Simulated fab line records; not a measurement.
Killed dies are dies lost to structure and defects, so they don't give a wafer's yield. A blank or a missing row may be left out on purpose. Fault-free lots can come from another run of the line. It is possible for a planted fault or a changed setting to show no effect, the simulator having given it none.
Problem report in the 8D (eight disciplines) form, filled by code || flow gf180mcu || the parts of the form that need people (team, actions taken, sign-off) are left out

1. PROBLEM STATEMENT
Mean of run_length_s at GF_SAB_WET_ETCH_12: 520 s across 6 wafers in 2 lots; on wafers with no fault it is 467 s (standard deviation 3.3). Relative to the usual mean, that is a shift of +16 standard deviations.
The step: etches SiO2 in dHF, target depth 22 nm, time 440 s.
Earliest sighting: wafer L855.2 on wet_bench-03 at day 20 12:18. Wafers with a number at this step in the record: 18, from 6 lots. The rule behind "out" and "out of limits": a value lying over 4 standard deviations away from the usual mean. The rest of the wafers with a number are treated as sound.

2. WHAT IT IS, AND WHAT IT ISN'T
{"question": "which readings at this step", "is": "run_length_s", "is not": "-"}
{"question": "which lots", "is": "L855, L859", "is not": "L844, L847, L863, L864"}
{"question": "which wafers of those lots", "is": "all that have a number", "is not": "-"}
{"question": "read on which tools", "is": "wet_bench-03", "is not": "wet_bench-01, wet_bench-04"}
{"question": "when", "is": "from day 20 12:18", "is not": "up to then (6 sound wafers); but 6 sound wafers of L863, L864 came after"}

3. WHAT RULES OUT EACH SUSPECT
Counting: a tool at a process step up to the reading stays a suspect if it ran every lot that is out and no sound lot after the first of them.
- wet_bench-03 at GF_SAB_WET_ETCH_12 (etches SiO2 in dHF, target depth 22 nm, time 440 s): kept. It processed each lot that is out, first L855 at day 20 12:18, and no sound lot thereafter; up to then, the last sound lot it processed was L847 at day 17 08:39. On those wafers its own readings are out: run_length_s.
The count leaves wet_bench-03 at GF_SAB_WET_ETCH_12.

4. THE CAUSE (what the simulator had put in)
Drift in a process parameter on wet_bench-03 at GF_SAB_WET_ETCH_12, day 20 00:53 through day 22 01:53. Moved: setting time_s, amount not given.
The count eliminated every tool but this one.

5. SEQUENCE OF EFFECTS, ordered by route
Each row: a reading whose mean over the struck wafers that have a number lies more than 3 standard deviations from the usual. Only readings whose record carries a usual standard deviation are examined. hours: median over the lots of the time between each lot's start at the first step of this table that gives one and its start at this step. sigmas: the change, counted in usual standard deviations.
{"hours": 0, "step": "GF_SAB_WET_ETCH_12", "reading": "run_length_s", "usual": "467 s", "on struck wafers": 520, "change": "+54", "sigmas": "+16"}
Here are the process steps it includes:
- GF_SAB_WET_ETCH_12: etches SiO2 in dHF, target depth 22 nm, time 440 s.

6. WHAT WOULD HAVE CAUGHT IT SOONER
In this record the first reading out of limits was taken at day 20 12:18, 11 hours after the fault began at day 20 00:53.
